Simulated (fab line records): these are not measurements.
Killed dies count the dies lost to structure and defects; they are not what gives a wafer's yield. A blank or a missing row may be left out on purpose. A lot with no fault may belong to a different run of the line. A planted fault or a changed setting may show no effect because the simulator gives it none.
fab line records	flow sfq-line
[record] lots = 5	wafers = 15	last-day = 86
route steps=325 shown M5@203 A5B@209 R5@212 I5@228
lots that met no fault: from a run of the same line without faults
start-h: hours from the record's opening day to when the first of the lot's shown wafers began	wait-h: hours from the lot's prior step to this one	" unchanged from the row above	L1.1+2: several wafers, shown together as one row	- no value, or no start was given	* or withheld: withheld	< > ~ a bound
route shown NAME@n: NAME is a module with steps in the file, n the number in the route of the first one	usual: mean and standard deviation over wafers with no fault	same: alike in all rows	chamber/n: place in a boat	sites: the reading at each site	_std_site: standard deviation of those values	_edge_site: inner sites' mean taken away from outer sites' mean	radius-mm: for every site, how far away it sits from the centre of the wafer	mask NAME#n: copy n	behind: the last tool/chamber to shape the wafer	hold: why the lot went on hold/how many hours it stayed there/how the hold came to an end	device: the n, p or np transistor that did not switch	end of line: the tests these same wafers got at the end of their route	for a step that has no rows: nothing shown but its recipe	killed: count of dies lost to structure and defects at first sort (not the wafer's yield)	map: shows each die of a wafer: x if killed, . if not, _ if none is there
set.NAME: the run value of the setting; set.NAME@STEP: its run value at that earlier step	model.NAME: the simulator's own value behind a step, which no gauge read
lots at some steps of the route; a table a step, a row a wafer
services: the hour from which a tool's chamber was out of use, counted from the record's first day as start-h (under 0 if before that day), plus the number of hours and why
[[steps]]
[step SFQ_TRILAYER_M5_LITHO_DEVELOP_125]
[recipe] time-s = 60	resist = KrF
lot.wafer	tool	chamber	start-h	wait-h
L076.3+5+6	litho-track-01	0	1243.57	0.1
L084.1+4+5	litho-track-01	0	1438.85	0.1
L086.1+5+6	litho-track-01	0	1443.40	0.1
L090.1+4+6	litho-track-03	0	1453.00	0.1
L097.1+4+5	litho-track-03	0	1510.13	0.1
[step SFQ_M5_OVL_MEAS_932]
[usual] M5_OVL = -3/7.1
lot.wafer	tool	chamber	start-h	wait-h	M5_OVL[nm]
L076.3	overlay-02	-	1243.69	0.1	5
L076.5	"	-	"	"	5
L076.6	"	-	"	"	1
L084.1	overlay-02	-	1439.00	0.1	-4
L084.4	"	-	"	"	-9
L084.5	"	-	"	"	-5
L086.1	overlay-01	-	1443.55	0.1	-4
L086.5	"	-	"	"	-5
L086.6	"	-	"	"	1
L090.1	overlay-02	-	1453.15	0.1	8
L090.4	"	-	"	"	5
L090.6	"	-	"	"	8
L097.1	overlay-02	-	1510.28	0.1	-4
L097.4	"	-	"	"	-5
L097.5	"	-	"	"	-8
[step SFQ_TRILAYER_M5_BARC_OPEN_METAL_ETCH_161]
[recipe] mask-material = PR	chemistry = O2	target-depth-nm = 125	target = BARC	icp-w = 600	bias-w = 80	pressure-mtorr = 10	time-s = 41.7
[usual] chamber-pressure-mTorr = 10.000/0.0076	drypump-motor-current-A = 5.8/0.42	oes-product-au = 0.685/0.0043
lot.wafer	tool	chamber	start-h	wait-h	chamber-pressure-mTorr	drypump-motor-current-A	oes-product-au	rf-hours-counter-h
L076.3	rie-metal-01	1	1243.73	0.0	9.993	5.3	0.683	-
L076.5	"	1	"	"	9.998	5.3	0.683	-
L076.6	"	0	"	"	10.009	5.5	0.689	-
L084.1	rie-metal-04	0	1439.03	0.0	10.002	5.7	0.688	15
L084.4	"	0	"	"	10.003	5.7	0.687	-
L084.5	"	0	"	"	10.009	5.7	0.690	-
L086.1	rie-metal-04	0	1443.59	0.0	10.005	5.7	0.684	16
L086.5	"	0	"	"	10.004	5.7	0.681	-
L086.6	"	0	"	"	9.977	5.7	0.686	-
L090.1	rie-metal-01	1	1453.19	0.0	9.984	5.3	0.690	29
L090.4	"	0	"	"	9.992	5.6	0.686	-
L090.6	"	1	"	"	9.998	5.3	0.681	-
L097.1	rie-metal-03	1	1510.31	0.0	9.997	6.6	0.673	132
L097.4	"	1	"	"	10.007	6.6	0.677	-
L097.5	"	0	"	"	9.996	6.2	0.684	-
[step SFQ_TRILAYER_M5_ETCH_METAL_ETCH_126]
[recipe] target = Nb	stop-on = SiO2	mask-material = PR	over-etch-frac = 0.15	time-s = 203.2	chemistry = Cl2/BCl3	target-depth-nm = 265	icp-w = 600	bias-w = 80	pressure-mtorr = 10
[usual] chamber-pressure-mTorr = 10.000/0.0089	drypump-motor-current-A = 5.8/0.42	oes-product-au = 0.729/0.0069
lot.wafer	tool	chamber	start-h	wait-h	chamber-pressure-mTorr	drypump-motor-current-A	oes-product-au	rf-hours-counter-h
L076.3	rie-metal-01	1	1243.83	0.1	10.000	5.3	0.729	-
L076.5	"	1	"	"	10.001	5.3	0.724	-
L076.6	"	0	"	"	10.014	5.6	0.729	-
L084.1	rie-metal-04	0	1439.15	0.1	10.000	5.7	0.726	15
L084.4	"	0	"	"	9.998	5.7	0.726	-
L084.5	"	0	"	"	10.007	5.7	0.722	-
L086.1	rie-metal-04	0	1443.71	0.1	10.026	5.7	0.728	16
L086.5	"	0	"	"	9.996	5.7	0.728	-
L086.6	"	0	"	"	10.006	5.7	0.719	-
L090.1	rie-metal-01	1	1453.25	0.0	9.996	5.3	0.725	30
L090.4	"	0	"	"	10.005	5.6	0.724	-
L090.6	"	1	"	"	9.999	5.3	0.721	-
L097.1	rie-metal-03	1	1510.37	0.0	9.987	6.6	0.725	132
L097.4	"	1	"	"	10.001	6.6	0.725	-
L097.5	"	0	"	"	9.999	6.2	0.730	-
[step SFQ_TRILAYER_M5_STRIP_STRIP_127]
[recipe] gas = O2	power-w = 200	platen-temp-c = 40	overash-fraction = 0.65	chemistry = O2	pressure-mtorr = 50
[usual] chamber-pressure-mTorr = 50.00/0.049	drypump-motor-current-A = 5.8/0.42	oes-product-au = 0.993/0.016
[same] overash-fraction = 0.65
lot.wafer	tool	chamber	start-h	wait-h	chamber-pressure-mTorr	drypump-motor-current-A	oes-product-au	rf-hours-counter-h
L076.3	rie-metal-01	1	1244.16	0.3	50.02	5.3	0.998	-
L076.5	"	1	"	"	49.96	5.3	1.008	-
L076.6	"	0	"	"	49.93	5.6	0.998	-
L084.1	rie-metal-04	0	1439.54	0.3	49.99	5.7	0.966	15
L084.4	"	0	"	"	50.02	5.7	0.968	-
L084.5	"	0	"	"	50.09	5.7	0.973	-
L086.1	rie-metal-04	0	1444.10	0.3	49.97	5.7	0.970	17
L086.5	"	0	"	"	50.00	5.7	0.971	-
L086.6	"	0	"	"	49.99	5.7	0.965	-
L090.1	rie-metal-01	1	1453.44	0.1	50.02	5.3	1.013	30
L090.4	"	0	"	"	50.02	5.6	1.017	-
L090.6	"	1	"	"	50.06	5.3	1.002	-
L097.1	rie-metal-03	1	1510.57	0.1	50.03	6.6	1.000	133
L097.4	"	1	"	"	50.00	6.6	0.996	-
L097.5	"	0	"	"	49.96	6.2	1.006	-
[step SFQ_TRILAYER_M5_STRIP_SOLV_CLEAN_128]
[recipe] chemistry = NMP	temp-c = 70	time-s = 600
lot.wafer	tool	chamber	start-h	wait-h
L076.3+5+6	wet-bench-02	7,0,2	1244.56	0.2
L084.1+4+5	wet-bench-01	1,5,7	1440.74	1.0
L086.1+5+6	wet-bench-01	4,3,0	1445.30	1.0
L090.1+4+6	wet-bench-02	1,5,0	1454.04	0.4
L097.1+4+5	wet-bench-03	6,7,0	1511.17	0.4
[step SFQ_TRILAYER_A5B_DEP_PECVD_129]
[recipe] material = SiO2	temp-c = 150	time-s = 133.33	pressure-torr = 2.4	rf-w = 183.3	precursor = SiH4/N2O	target-thk-nm = 600
[usual] heater-power-w = 86/16	throttle-valve-pct = 24.3/0.86
lot.wafer	tool	chamber	start-h	wait-h	heater-power-w	throttle-valve-pct
L076.3	pecvd-02	0	1244.74	0.0	76	25.5
L076.5	"	0	"	"	79	25.8
L076.6	"	2	"	"	117	24.4
L084.1	pecvd-01	2	1440.92	0.0	85	24.9
L084.4	"	1	"	"	104	24.8
L084.5	"	2	"	"	88	24.7
L086.1	pecvd-02	2	1445.47	0.0	94	24.3
L086.5	"	0	"	"	79	25.6
L086.6	"	2	"	"	103	24.4
L090.1	pecvd-04	2	1454.22	0.0	86	23.5
L090.4	"	1	"	"	74	24.6
L090.6	"	0	"	"	101	23.0
L097.1	pecvd-02	0	1511.34	0.0	76	25.4
L097.4	"	0	"	"	80	25.3
L097.5	"	2	"	"	111	24.4
[step SFQ_TRILAYER_A5B_CMP_CMP_130]
[recipe] stop-on = Nb	down-force-psi = 3	platen-rpm = 60	target-thk-nm = 340.7
[usual] head-pressure-psi = 2.999/0.0067	motor-current-A = 10.0/0.57
lot.wafer	tool	chamber	start-h	wait-h	head-pressure-psi	motor-current-A
L076.3	cmp-01	1	1252.98	8.2	3.002	10.1
L076.6	"	3	1253.98	9.2	3.005	9.7
L076.5	"	0	"	"	2.992	10.9
L084.1	cmp-02	0	1441.51	0.5	2.992	9.3
L084.4	"	1	"	"	3.000	9.9
L084.5	"	0	1443.51	2.5	3.013	10.2
L086.1	cmp-01	2	1449.06	3.5	3.000	10.2
L086.6	"	0	1450.06	4.5	2.995	10.9
L086.5	"	1	"	"	3.004	9.5
L090.1	cmp-01	2	1467.06	12.8	2.995	10.0
L090.4	"	3	"	"	3.007	9.6
L090.6	"	1	1468.56	14.2	3.002	9.7
L097.4	cmp-02	2	1520.03	8.6	3.002	11.2
L097.1	"	3	"	"	3.002	9.4
L097.5	"	3	1522.53	11.1	2.999	9.5
[step SFQ_TRILAYER_A5B_METRO_MEASURE_131]
[usual] thk-nm = 340/6.4
lot.wafer	tool	chamber	start-h	wait-h	thk-nm
L076.3	film-metro-03	-	1255.38	1.9	346
L076.5	"	-	"	"	337
L076.6	"	-	"	"	329
L084.1	film-metro-03	-	1444.01	2.0	333
L084.4	"	-	"	"	330
L084.5	"	-	"	"	333
L086.1	film-metro-01	-	1451.06	1.5	338
L086.5	"	-	"	"	341
L086.6	"	-	"	"	331
L090.1	film-metro-04	-	1469.06	1.5	339
L090.4	"	-	"	"	330
L090.6	"	-	"	"	347
L097.1	film-metro-03	-	1523.03	2.0	335
L097.4	"	-	"	"	341
L097.5	"	-	"	"	334
[step SFQ_TRILAYER_R5_DEP_SPUTTER_132]
[recipe] material = Ti	base-pressure-pa = 1.33e-06	target-thk-nm = 5	power-w = 2000	time-s = 5	chamber-pressure-pa = 0.4
[usual] throttle-valve-pct = 29.5/0.99
lot.wafer	tool	chamber	start-h	wait-h	throttle-valve-pct
L076.3	pvd-sputter-03	-	1256.18	0.6	29.3
L076.5	"	-	"	"	30.4
L076.6	"	-	"	"	28.7
L084.1	pvd-sputter-04	-	1445.21	1.0	29.9
L084.4	"	-	"	"	29.9
L084.5	"	-	"	"	30.8
L086.1	pvd-sputter-06	-	1452.26	1.0	29.6
L086.5	"	-	"	"	27.5
L086.6	"	-	"	"	29.6
L090.1	pvd-sputter-04	-	1470.26	1.0	29.6
L090.4	"	-	"	"	29.5
L090.6	"	-	"	"	30.0
L097.1	pvd-sputter-04	-	1524.23	1.0	27.7
L097.4	"	-	"	"	29.9
L097.5	"	-	"	"	27.5
[step SFQ_TRILAYER_R5_DEP_SPUTTER_133]
[recipe] material = MoNx	base-pressure-pa = 1.33e-06	target-thk-nm = 40	power-w = 1000	time-s = 66.7	chamber-pressure-pa = 0.4
[usual] throttle-valve-pct = 29.5/1
lot.wafer	tool	chamber	start-h	wait-h	throttle-valve-pct
L076.3	pvd-sputter-03	-	1256.20	0.0	29.2
L076.5	"	-	"	"	30.6
L076.6	"	-	"	"	28.6
L084.1	pvd-sputter-04	-	1445.23	0.0	29.7
L084.4	"	-	"	"	29.5
L084.5	"	-	"	"	30.8
L086.1	pvd-sputter-06	-	1452.27	0.0	29.3
L086.5	"	-	"	"	27.6
L086.6	"	-	"	"	29.7
L090.1	pvd-sputter-04	-	1470.27	0.0	29.9
L090.4	"	-	"	"	29.7
L090.6	"	-	"	"	29.6
L097.1	pvd-sputter-04	-	1524.25	0.0	27.9
L097.4	"	-	"	"	29.7
L097.5	"	-	"	"	27.7
[step SFQ_TRILAYER_R5_DEP_SPUTTER_134]
[recipe] material = Ti	base-pressure-pa = 1.33e-06	target-thk-nm = 5	power-w = 2000	time-s = 5	chamber-pressure-pa = 0.4
[usual] throttle-valve-pct = 29.5/0.99
lot.wafer	tool	chamber	start-h	wait-h	throttle-valve-pct
L076.3	pvd-sputter-03	-	1256.26	0.0	29.3
L076.5	"	-	"	"	30.5
L076.6	"	-	"	"	28.9
L084.1	pvd-sputter-04	-	1445.28	0.0	29.6
L084.4	"	-	"	"	29.8
L084.5	"	-	"	"	30.9
L086.1	pvd-sputter-06	-	1452.33	0.0	29.0
L086.5	"	-	"	"	27.6
L086.6	"	-	"	"	29.5
L090.1	pvd-sputter-04	-	1470.33	0.0	30.1
L090.4	"	-	"	"	29.8
L090.6	"	-	"	"	29.7
L097.1	pvd-sputter-04	-	1524.30	0.0	27.7
L097.4	"	-	"	"	29.8
L097.5	"	-	"	"	27.9
[step SFQ_R5_RS_MEAS_933]
[recipe] thk-meas-gauge = four-point-probe	reads = Ti_of_TRILAYER_R5_DEP_SPUTTER_134+MoNx_of_TRILAYER_R5_DEP_SPUTTER_133+Ti_of_TRILAYER_R5_DEP_SPUTTER_132
[usual] R5_MONX_RS = 7.05/0.082
lot.wafer	tool	chamber	start-h	wait-h	R5_MONX_RS[ohm/sq]
L076.3	film-metro-01	-	1256.32	0.0	7.13
L076.5	"	-	"	"	6.97
L076.6	"	-	"	"	6.99
L084.1	film-metro-01	-	1445.30	0.0	7.10
L084.4	"	-	"	"	7.06
L084.5	"	-	"	"	7.05
L086.1	film-metro-02	-	1452.35	0.0	6.84
L086.5	"	-	"	"	7.04
L086.6	"	-	"	"	6.92
L090.1	film-metro-02	-	1470.35	0.0	7.05
L090.4	"	-	"	"	7.05
L090.6	"	-	"	"	7.04
L097.1	film-metro-02	-	1524.32	0.0	7.03
L097.4	"	-	"	"	7.13
L097.5	"	-	"	"	7.07
[step SFQ_R5_THK_MEAS_934]
[recipe] thk-meas-gauge = xrf	reads = MoNx_of_TRILAYER_R5_DEP_SPUTTER_133
[usual] R5_MONX_THK = 40.1/0.54
lot.wafer	tool	chamber	start-h	wait-h	R5_MONX_THK[nm]
L076.3	film-metro-01	-	1256.42	0.1	40.1
L076.5	"	-	"	"	40.9
L076.6	"	-	"	"	40.8
L084.1	film-metro-01	-	1445.42	0.1	40.1
L084.4	"	-	"	"	40.4
L084.5	"	-	"	"	40.7
L086.1	film-metro-02	-	1452.47	0.1	41.4
L086.5	"	-	"	"	40.3
L086.6	"	-	"	"	40.8
L090.1	film-metro-02	-	1470.47	0.1	40.4
L090.4	"	-	"	"	40.1
L090.6	"	-	"	"	40.1
L097.1	film-metro-02	-	1524.44	0.1	39.8
L097.4	"	-	"	"	39.6
L097.5	"	-	"	"	39.9
[step SFQ_TRILAYER_R5_LITHO_COAT_141]
[recipe] resist = BARC	spin-rpm = 3000	resist-thk-nm = 62
lot.wafer	tool	chamber	start-h	wait-h
L076.3+5+6	litho-track-04	0	1256.59	0.2
L084.1+4+5	litho-track-04	0	1445.48	0.1
L086.1+5+6	litho-track-04	0	1452.53	0.1
L090.1+4+6	litho-track-02	0	1470.53	0.1
L097.1+4+5	litho-track-03	0	1524.50	0.1
[step SFQ_TRILAYER_R5_LITHO_COAT_136]
[recipe] resist = KrF	spin-rpm = 3000	resist-thk-nm = 600
lot.wafer	tool	chamber	start-h	wait-h
L076.3+5+6	litho-track-04	0	1256.89	0.2
L084.1+4+5	litho-track-04	0	1445.78	0.2
L086.1+5+6	litho-track-04	0	1452.83	0.2
L090.1+4+6	litho-track-02	0	1470.83	0.2
L097.1+4+5	litho-track-03	0	1524.80	0.2
[step SFQ_TRILAYER_R5_LITHO_SOFTBAKE_140]
[recipe] temp-c = withheld	time-s = withheld	resist = KrF
lot.wafer	tool	chamber	start-h	wait-h
L076.3+5+6	litho-track-04	0	1257.14	0.2
L084.1+4+5	litho-track-04	0	1446.08	0.2
L086.1+5+6	litho-track-04	0	1453.13	0.2
L090.1+4+6	litho-track-02	0	1471.13	0.2
L097.1+4+5	litho-track-03	0	1525.10	0.2
[step SFQ_TRILAYER_R5_LITHO_EXPOSE_137]
[recipe] mask-id = R5	na = 0.6	source-shape = conventional	sigma-outer = 0.65	target-cd-nm = 500	dose-mj = 14.4
[usual] reticle-temp-C = 23.01/0.11
lot.wafer	tool	chamber	start-h	wait-h	mask	reticle-temp-C
L076.3	krf-scanner-02	0	1378.83	-	R5#0	22.95
L076.5	"	0	"	"	R5#0	23.08
L076.6	"	0	"	"	R5#0	22.96
L084.1	krf-scanner-02	0	1447.93	-	R5#0	22.87
L084.4	"	0	"	"	R5#0	23.06
L084.5	"	0	"	"	R5#0	23.02
L086.1	krf-scanner-02	0	1453.28	-	R5#0	23.07
L086.5	"	0	"	"	R5#0	23.14
L086.6	"	0	"	"	R5#0	23.19
L090.1	krf-scanner-01	0	1471.28	-	R5#0	22.97
L090.4	"	0	"	"	R5#0	23.00
L090.6	"	0	"	"	R5#0	23.16
L097.1	krf-scanner-02	0	1525.92	-	R5#0	22.88
L097.4	"	0	"	"	R5#0	22.85
L097.5	"	0	"	"	R5#0	22.84
[step SFQ_TRILAYER_R5_LITHO_PEB_139]
[recipe] peb-temp-c = 115	peb-time-s = 60	resist = KrF
lot.wafer	tool	chamber	start-h	wait-h
L076.3+5+6	litho-track-03	0	1379.68	0.7
L084.1+4+5	litho-track-04	0	1449.13	1.0
L086.1+5+6	litho-track-03	0	1454.48	1.0
L090.1+4+6	litho-track-02	0	1472.48	1.0
L097.1+4+5	litho-track-03	0	1527.12	1.0
[step SFQ_TRILAYER_R5_LITHO_DEVELOP_138]
[recipe] time-s = 60	resist = KrF
lot.wafer	tool	chamber	start-h	wait-h
L076.3+5+6	litho-track-03	0	1379.83	0.1
L084.1+4+5	litho-track-04	0	1449.28	0.1
L086.1+5+6	litho-track-03	0	1454.63	0.1
L090.1+4+6	litho-track-02	0	1472.63	0.1
L097.1+4+5	litho-track-03	0	1527.27	0.1
[step SFQ_R5_OVL_MEAS_935]
[usual] R5_OVL = 2/5.5
lot.wafer	tool	chamber	start-h	wait-h	R5_OVL[nm]
L076.3	overlay-02	-	1379.94	0.1	-10
L076.5	"	-	"	"	-4
L076.6	"	-	"	"	1
L084.1	overlay-01	-	1449.43	0.1	-4
L084.4	"	-	"	"	-6
L084.5	"	-	"	"	2
L086.1	overlay-02	-	1454.78	0.1	9
L086.5	"	-	"	"	4
L086.6	"	-	"	"	2
L090.1	overlay-01	-	1472.78	0.1	-14
L090.4	"	-	"	"	1
L090.6	"	-	"	"	-2
L097.1	overlay-01	-	1527.42	0.1	10
L097.4	"	-	"	"	6
L097.5	"	-	"	"	4
[step SFQ_TRILAYER_R5_BARC_OPEN_METAL_ETCH_177]
[recipe] mask-material = PR	chemistry = O2	target-depth-nm = 125	target = BARC	icp-w = 600	bias-w = 80	pressure-mtorr = 10	time-s = 41.7
[usual] chamber-pressure-mTorr = 9.999/0.0081	drypump-motor-current-A = 6.1/0.45	oes-product-au = 0.685/0.0046
lot.wafer	tool	chamber	start-h	wait-h	chamber-pressure-mTorr	drypump-motor-current-A	oes-product-au	rf-hours-counter-h
L076.3	rie-metal-01	1	1379.98	0.0	9.999	5.3	0.684	-
L076.5	"	1	"	"	10.010	5.3	0.678	-
L076.6	"	0	"	"	10.010	5.6	0.686	-
L084.1	rie-metal-03	1	1449.46	0.0	10.001	6.5	0.692	123
L084.4	"	0	"	"	10.010	6.2	0.680	-
L084.5	"	0	"	"	9.999	6.2	0.685	-
L086.1	rie-metal-03	1	1454.81	0.0	9.999	6.6	0.689	124
L086.5	"	1	"	"	9.985	6.6	0.694	-
L086.6	"	0	"	"	9.998	6.2	0.686	-
L090.1	rie-metal-02	1	1472.81	0.0	10.003	6.2	0.685	113
L090.4	"	1	"	"	10.002	6.2	0.687	-
L090.6	"	0	"	"	9.998	5.4	0.677	-
L097.1	rie-metal-01	1	1527.46	0.0	9.990	5.3	0.690	42
L097.4	"	0	"	"	10.000	5.6	0.680	-
L097.5	"	0	"	"	10.011	5.6	0.680	-
[step SFQ_TRILAYER_R5_ETCH_METAL_ETCH_139]
[recipe] stop-on = SiO2	mask-material = PR	chemistry = Cl2	target-depth-nm = 60	icp-w = 600	bias-w = 80	pressure-mtorr = 10	time-s = 40
[usual] chamber-pressure-mTorr = 10.000/0.0096	drypump-motor-current-A = 6.1/0.45	oes-product-au = 0.992/0.0056
lot.wafer	tool	chamber	start-h	wait-h	chamber-pressure-mTorr	drypump-motor-current-A	oes-product-au	rf-hours-counter-h
L076.3	rie-metal-01	1	1380.04	0.0	10.012	5.3	0.985	-
L076.5	"	1	"	"	10.004	5.3	0.997	-
L076.6	"	0	"	"	9.985	5.6	0.995	-
L084.1	rie-metal-03	1	1449.52	0.0	10.011	6.6	0.979	123
L084.4	"	0	"	"	10.001	6.2	0.997	-
L084.5	"	0	"	"	9.989	6.2	0.986	-
L086.1	rie-metal-03	1	1454.87	0.0	10.026	6.6	0.986	124
L086.5	"	1	"	"	9.998	6.6	0.990	-
L086.6	"	0	"	"	9.994	6.2	0.998	-
L090.1	rie-metal-02	1	1472.87	0.0	10.006	6.2	1.000	113
L090.4	"	1	"	"	9.995	6.2	0.992	-
L090.6	"	0	"	"	9.988	5.4	0.990	-
L097.1	rie-metal-01	1	1527.52	0.0	10.005	5.3	0.988	42
L097.4	"	0	"	"	9.992	5.6	1.002	-
L097.5	"	0	"	"	9.993	5.6	0.997	-
[step SFQ_TRILAYER_R5_STRIP_STRIP_140]
[recipe] gas = O2	power-w = 200	platen-temp-c = 40	overash-fraction = 0.65	chemistry = O2	pressure-mtorr = 50
[usual] chamber-pressure-mTorr = 50.00/0.048	drypump-motor-current-A = 6.1/0.45	oes-product-au = 1.005/0.0083
[same] overash-fraction = 0.65
lot.wafer	tool	chamber	start-h	wait-h	chamber-pressure-mTorr	drypump-motor-current-A	oes-product-au	rf-hours-counter-h
L076.3	rie-metal-01	1	1380.28	0.2	50.05	5.3	0.999	-
L076.5	"	1	"	"	50.03	5.3	1.007	-
L076.6	"	0	"	"	49.96	5.6	1.020	-
L084.1	rie-metal-03	1	1449.58	0.0	50.02	6.6	1.000	123
L084.4	"	0	"	"	49.87	6.3	0.999	-
L084.5	"	0	"	"	50.08	6.2	1.006	-
L086.1	rie-metal-03	1	1454.93	0.0	50.01	6.6	1.000	124
L086.5	"	1	"	"	49.98	6.7	0.992	-
L086.6	"	0	"	"	49.90	6.2	1.009	-
L090.1	rie-metal-02	1	1472.93	0.0	50.05	6.2	1.014	113
L090.4	"	1	"	"	50.00	6.2	1.016	-
L090.6	"	0	"	"	49.98	5.4	1.002	-
L097.1	rie-metal-01	1	1527.57	0.0	50.01	5.3	0.994	42
L097.4	"	0	"	"	50.05	5.6	1.013	-
L097.5	"	0	"	"	49.96	5.6	1.018	-
[step SFQ_TRILAYER_R5_STRIP_SOLV_CLEAN_141]
[recipe] chemistry = NMP	temp-c = 70	time-s = 600
lot.wafer	tool	chamber	start-h	wait-h
L076.3+5+6	wet-bench-04	3,0,5	1380.68	0.2
L084.1+4+5	wet-bench-03	6,2,5	1450.18	0.4
L086.1+5+6	wet-bench-01	4,6,0	1455.53	0.4
L090.1+4+6	wet-bench-03	5,1,6	1473.53	0.4
L097.1+4+5	wet-bench-04	2,5,4	1528.17	0.4
[step SFQ_TRILAYER_A5C_DEP_PECVD_142]
[recipe] material = SiO2	temp-c = 150	time-s = 15.556	pressure-torr = 2.4	rf-w = 183.3	precursor = SiH4/N2O	target-thk-nm = 70
[usual] heater-power-w = 86/16	throttle-valve-pct = 24.5/0.77
lot.wafer	tool	chamber	start-h	wait-h	heater-power-w	throttle-valve-pct
L076.3	pecvd-02	0	1380.86	0.0	74	25.8
L076.5	"	2	"	"	110	24.7
L076.6	"	1	"	"	85	24.9
L084.1	pecvd-03	0	1450.36	0.0	109	25.0
L084.4	"	0	"	"	111	24.9
L084.5	"	2	"	"	66	24.5
L086.1	pecvd-02	0	1455.72	0.0	65	25.2
L086.5	"	2	"	"	109	24.2
L086.6	"	1	"	"	90	24.5
L090.1	pecvd-02	1	1473.71	0.0	85	24.5
L090.4	"	1	"	"	84	24.6
L090.6	"	2	"	"	109	24.3
L097.1	pecvd-04	1	1528.37	0.0	74	24.7
L097.4	"	0	"	"	102	23.0
L097.5	"	2	"	"	87	23.6
[step SFQ_TRILAYER_I5_LITHO_COAT_149]
[recipe] resist = BARC	spin-rpm = 3000	resist-thk-nm = 62
lot.wafer	tool	chamber	start-h	wait-h
L076.3+5+6	litho-track-01	0	1380.98	0.1
L084.1+4+5	litho-track-04	0	1450.38	0.0
L086.1+5+6	litho-track-03	0	1455.75	0.0
L090.1+4+6	litho-track-01	0	1473.73	0.0
L097.1+4+5	litho-track-04	0	1528.39	0.0
[step SFQ_TRILAYER_I5_LITHO_COAT_144]
[recipe] resist = KrF	spin-rpm = 3000	resist-thk-nm = 650
lot.wafer	tool	chamber	start-h	wait-h
L076.3+5+6	litho-track-01	0	1381.28	0.2
L084.1+4+5	litho-track-04	0	1450.68	0.2
L086.1+5+6	litho-track-03	0	1456.05	0.2
L090.1+4+6	litho-track-01	0	1474.03	0.2
L097.1+4+5	litho-track-04	0	1528.69	0.2
[step SFQ_TRILAYER_I5_LITHO_SOFTBAKE_148]
[recipe] temp-c = withheld	time-s = withheld	resist = KrF
lot.wafer	tool	chamber	start-h	wait-h
L076.3+5+6	litho-track-01	0	1381.53	0.2
L084.1+4+5	litho-track-04	0	1450.98	0.2
L086.1+5+6	litho-track-03	0	1456.35	0.2
L090.1+4+6	litho-track-01	0	1474.33	0.2
L097.1+4+5	litho-track-04	0	1528.99	0.2
[step SFQ_TRILAYER_I5_LITHO_EXPOSE_145]
[recipe] mask-id = I5	na = 0.6	source-shape = conventional	sigma-outer = 0.65	target-cd-nm = 700	dose-mj = 21.3
[usual] reticle-temp-C = 23.00/0.1
lot.wafer	tool	chamber	start-h	wait-h	mask	reticle-temp-C
L076.3	krf-scanner-02	0	1502.88	-	I5#0	22.92
L076.5	"	0	"	"	I5#0	22.85
L076.6	"	0	"	"	I5#0	22.87
L084.1	krf-scanner-02	0	1563.45	-	I5#0	22.90
L084.4	"	0	"	"	I5#0	22.98
L084.5	"	0	"	"	I5#0	22.99
L086.1	krf-scanner-02	0	1567.05	-	I5#0	22.90
L086.5	"	0	"	"	I5#0	22.92
L086.6	"	0	"	"	I5#0	23.00
L090.1	krf-scanner-02	0	1580.25	-	I5#0	22.99
L090.4	"	0	"	"	I5#0	23.00
L090.6	"	0	"	"	I5#0	22.94
L097.1	krf-scanner-02	0	1608.87	-	I5#0	22.91
L097.4	"	0	"	"	I5#0	23.08
L097.5	"	0	"	"	I5#0	22.98
[step SFQ_TRILAYER_I5_LITHO_PEB_147]
[recipe] peb-temp-c = 115	peb-time-s = 60	resist = KrF
lot.wafer	tool	chamber	start-h	wait-h
L076.3+5+6	litho-track-01	0	1504.00	0.9
L084.1+4+5	litho-track-04	0	1564.65	1.0
L086.1+5+6	litho-track-01	0	1568.25	1.0
L090.1+4+6	litho-track-01	0	1581.45	1.0
L097.1+4+5	litho-track-04	0	1610.07	1.0
[step SFQ_TRILAYER_I5_LITHO_DEVELOP_146]
[recipe] time-s = 60	resist = KrF
lot.wafer	tool	chamber	start-h	wait-h
L076.3+5+6	litho-track-01	0	1504.15	0.1
L084.1+4+5	litho-track-04	0	1564.80	0.1
L086.1+5+6	litho-track-01	0	1568.40	0.1
L090.1+4+6	litho-track-01	0	1581.60	0.1
L097.1+4+5	litho-track-04	0	1610.22	0.1
[step SFQ_I5_OVL_MEAS_936]
[usual] I5_OVL = 0/5.5
lot.wafer	tool	chamber	start-h	wait-h	I5_OVL[nm]
L076.3	overlay-02	-	1504.26	0.1	-7
L076.5	"	-	"	"	-10
L076.6	"	-	"	"	-12
L084.1	overlay-01	-	1564.95	0.1	1
L084.4	"	-	"	"	2
L084.5	"	-	"	"	-2
L086.1	overlay-01	-	1568.55	0.1	-2
L086.5	"	-	"	"	1
L086.6	"	-	"	"	3
L090.1	overlay-01	-	1581.75	0.1	9
L090.4	"	-	"	"	-2
L090.6	"	-	"	"	-2
L097.1	overlay-02	-	1610.37	0.1	-7
L097.4	"	-	"	"	-1
L097.5	"	-	"	"	-6
[[services]]
tool	chamber	start-h	hours	kind
krf-scanner-02	-	1226.30	3.0	pm
krf-scanner-02	-	1238.47	1.3	pm
pecvd-02	-	1245.70	2.3	repair
krf-scanner-02	-	1274.57	0.8	pm
rie-metal-03	0	1335.98	4.6	repair
rie-metal-04	-	1338.10	15.6	pm
pvd-sputter-04	-	1346.02	1.8	repair
krf-scanner-02	-	1348.52	1.0	pm
rie-metal-01	1	1386.96	23.0	repair
rie-metal-03	-	1406.32	1.4	pm
rie-metal-04	1	1412.25	45.4	repair
krf-scanner-02	-	1414.43	1.3	pm
krf-scanner-02	-	1425.08	4.0	pm
krf-scanner-02	-	1439.90	3.6	pm
krf-scanner-02	-	1443.45	0.8	pm
pecvd-02	-	1447.58	0.8	repair
rie-metal-01	-	1466.96	1.0	repair
pvd-sputter-04	-	1479.61	0.5	repair
krf-scanner-02	-	1518.08	1.0	pm
rie-metal-03	0	1555.44	6.7	repair
rie-metal-03	1	1566.50	1.8	repair
krf-scanner-02	-	1582.31	0.2	repair
krf-scanner-02	-	1582.61	0.2	repair
krf-scanner-02	-	1590.83	1.3	pm
[[key]]
fault none
